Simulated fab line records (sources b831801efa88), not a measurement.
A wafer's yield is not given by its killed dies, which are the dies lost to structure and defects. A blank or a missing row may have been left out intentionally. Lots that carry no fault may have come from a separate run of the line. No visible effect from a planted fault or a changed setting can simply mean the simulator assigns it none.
Lot-split experiment / flow gf180mcu / 5 lots, 23 wafers read, on a route of 602 steps

== THE SPLIT ITSELF ==
At GF_SALICIDE_SPUTTER_03 (material TiN, target thk 20 nm, time 16.7 s), the setting power-w was moved away from the recipe's 6500 W on 8 of the 23 wafers read, by -8.0% to +4.9%. For the rest of the wafers, this setting stayed at what the recipe calls for.

Between the split and the reading, the file records no step.

== THE READING ==
SALICIDE_TIN_THK, in nm, at GF_SALICIDE_THK_MEAS_05 (measures by xrf). On this fab line, fault-free wafers typically give 19.78 nm with a standard deviation of 0.21 nm.

wafer=L080.1; tool, chamber at the split=pvd-sputter-04, -; power-w as run, W=6500; against the recipe=recipe; SALICIDE_TIN_THK, nm=19.94; against lot-mates on the recipe=-
wafer=L080.2; tool, chamber at the split=pvd-sputter-04, -; power-w as run, W=5982; against the recipe=-8.0%; SALICIDE_TIN_THK, nm=18.25; against lot-mates on the recipe=-1.54
wafer=L080.3; tool, chamber at the split=pvd-sputter-04, -; power-w as run, W=6500; against the recipe=recipe; SALICIDE_TIN_THK, nm=19.63; against lot-mates on the recipe=-
wafer=L080.5; tool, chamber at the split=pvd-sputter-04, -; power-w as run, W=5982; against the recipe=-8.0%; SALICIDE_TIN_THK, nm=18.19; against lot-mates on the recipe=-1.59
wafer=L080.6; tool, chamber at the split=pvd-sputter-04, -; power-w as run, W=5982; against the recipe=-8.0%; SALICIDE_TIN_THK, nm=18.14; against lot-mates on the recipe=-1.64
wafer=L082.1; tool, chamber at the split=pvd-sputter-02, -; power-w as run, W=6500; against the recipe=recipe; SALICIDE_TIN_THK, nm=19.79; against lot-mates on the recipe=-
wafer=L082.3; tool, chamber at the split=pvd-sputter-02, -; power-w as run, W=6500; against the recipe=recipe; SALICIDE_TIN_THK, nm=19.73; against lot-mates on the recipe=-
wafer=L082.4; tool, chamber at the split=pvd-sputter-02, -; power-w as run, W=6500; against the recipe=recipe; SALICIDE_TIN_THK, nm=19.70; against lot-mates on the recipe=-
wafer=L082.5; tool, chamber at the split=pvd-sputter-02, -; power-w as run, W=6500; against the recipe=recipe; SALICIDE_TIN_THK, nm=19.67; against lot-mates on the recipe=-
wafer=L082.6; tool, chamber at the split=pvd-sputter-02, -; power-w as run, W=6500; against the recipe=recipe; SALICIDE_TIN_THK, nm=19.68; against lot-mates on the recipe=-
wafer=L083.2; tool, chamber at the split=pvd-sputter-04, -; power-w as run, W=6500; against the recipe=recipe; SALICIDE_TIN_THK, nm=20.21; against lot-mates on the recipe=-
wafer=L083.3; tool, chamber at the split=pvd-sputter-04, -; power-w as run, W=6500; against the recipe=recipe; SALICIDE_TIN_THK, nm=19.93; against lot-mates on the recipe=-
wafer=L083.4; tool, chamber at the split=pvd-sputter-04, -; power-w as run, W=6818; against the recipe=+4.9%; SALICIDE_TIN_THK, nm=21.13; against lot-mates on the recipe=+1.05
wafer=L083.5; tool, chamber at the split=pvd-sputter-04, -; power-w as run, W=6818; against the recipe=+4.9%; SALICIDE_TIN_THK, nm=21.16; against lot-mates on the recipe=+1.08
wafer=L083.6; tool, chamber at the split=pvd-sputter-04, -; power-w as run, W=6500; against the recipe=recipe; SALICIDE_TIN_THK, nm=20.09; against lot-mates on the recipe=-
wafer=L084.3; tool, chamber at the split=pvd-sputter-02, -; power-w as run, W=6500; against the recipe=recipe; SALICIDE_TIN_THK, nm=19.70; against lot-mates on the recipe=-
wafer=L084.4; tool, chamber at the split=pvd-sputter-02, -; power-w as run, W=6500; against the recipe=recipe; SALICIDE_TIN_THK, nm=19.80; against lot-mates on the recipe=-
wafer=L084.6; tool, chamber at the split=pvd-sputter-02, -; power-w as run, W=6500; against the recipe=recipe; SALICIDE_TIN_THK, nm=19.75; against lot-mates on the recipe=-
wafer=L085.2; tool, chamber at the split=pvd-sputter-03, -; power-w as run, W=6065; against the recipe=-6.7%; SALICIDE_TIN_THK, nm=18.08; against lot-mates on the recipe=-1.42
wafer=L085.3; tool, chamber at the split=pvd-sputter-03, -; power-w as run, W=6500; against the recipe=recipe; SALICIDE_TIN_THK, nm=19.61; against lot-mates on the recipe=-
wafer=L085.4; tool, chamber at the split=pvd-sputter-03, -; power-w as run, W=6065; against the recipe=-6.7%; SALICIDE_TIN_THK, nm=18.19; against lot-mates on the recipe=-1.31
wafer=L085.5; tool, chamber at the split=pvd-sputter-03, -; power-w as run, W=6065; against the recipe=-6.7%; SALICIDE_TIN_THK, nm=18.57; against lot-mates on the recipe=-0.93
wafer=L085.6; tool, chamber at the split=pvd-sputter-03, -; power-w as run, W=6500; against the recipe=recipe; SALICIDE_TIN_THK, nm=19.39; against lot-mates on the recipe=-

FIT RESULTS
A straight line over all 23 wafers: SALICIDE_TIN_THK changes by +0.222 nm for each +1% of power-w; r = +0.97; the points scatter about the line by 0.21 nm.
The same after taking each lot's own level away (the mean of its wafers on the recipe; 23 wafers): +0.198 nm for each +1%; r = +0.99; scatter 0.12 nm.
Per that fit: largest power-w move, reading shift of 1.6 nm.
Across the lots, their own levels run from 19.500 to 20.077 nm, a range of 2.7 times the standard deviation given above.
So the slope is not independent of the lot-to-lot level: the two fits are not the same.
Check: for one of the wafers moved furthest among these (-8.0%), held out of the fit, the line's prediction against its lot-mates is -1.56 nm. Against them it came out at -1.54 nm.

== OTHER SPLITS ON THESE WAFERS ==
These wafers also went through other splits before the reading. Each is held against what the fit with the lots' levels taken away leaves over:
other split on the same wafers=GF_HV_LDD_IMPLANT_21 dose-cm2; wafers away from the commonest value=5; r with SALICIDE_TIN_THK (lot level and that fit taken away)=-0.02
other split on the same wafers=GF_HV_LDD_IMPLANT_48 dose-cm2; wafers away from the commonest value=5; r with SALICIDE_TIN_THK (lot level and that fit taken away)=+0.09
other split on the same wafers=GF_HV_LDD_CVD_56 time-s; wafers away from the commonest value=15; r with SALICIDE_TIN_THK (lot level and that fit taken away)=-0.21
other split on the same wafers=GF_NSD_IMPLANT_10 dose-cm2; wafers away from the commonest value=10; r with SALICIDE_TIN_THK (lot level and that fit taken away)=-0.01
other split on the same wafers=GF_SAB_COAT_04 spin-rpm; wafers away from the commonest value=10; r with SALICIDE_TIN_THK (lot level and that fit taken away)=+0.00

== THE WHOLE CHAIN: every reading that the file lists as answering this split, in the file's order ==
step=GF_SALICIDE_SPUTTER_03; what it does=material TiN, target thk 20 nm, time 16.7 s; reading=TiN_of_SALICIDE_SPUTTER_03.thk-nm (the simulator's own value, which no gauge read); change (the file's fit)=+0.197 nm for each +1% of the setting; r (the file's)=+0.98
step=GF_SALICIDE_THK_MEAS_05; what it does=measures by xrf; reading=SALICIDE_TIN_THK; change (the file's fit)=+0.197 for each +1% of the setting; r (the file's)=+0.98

== THE FILE'S OWN FIT ==
SALICIDE_TIN_THK changes by +0.197 nm for each +1% of power-w, r = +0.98.
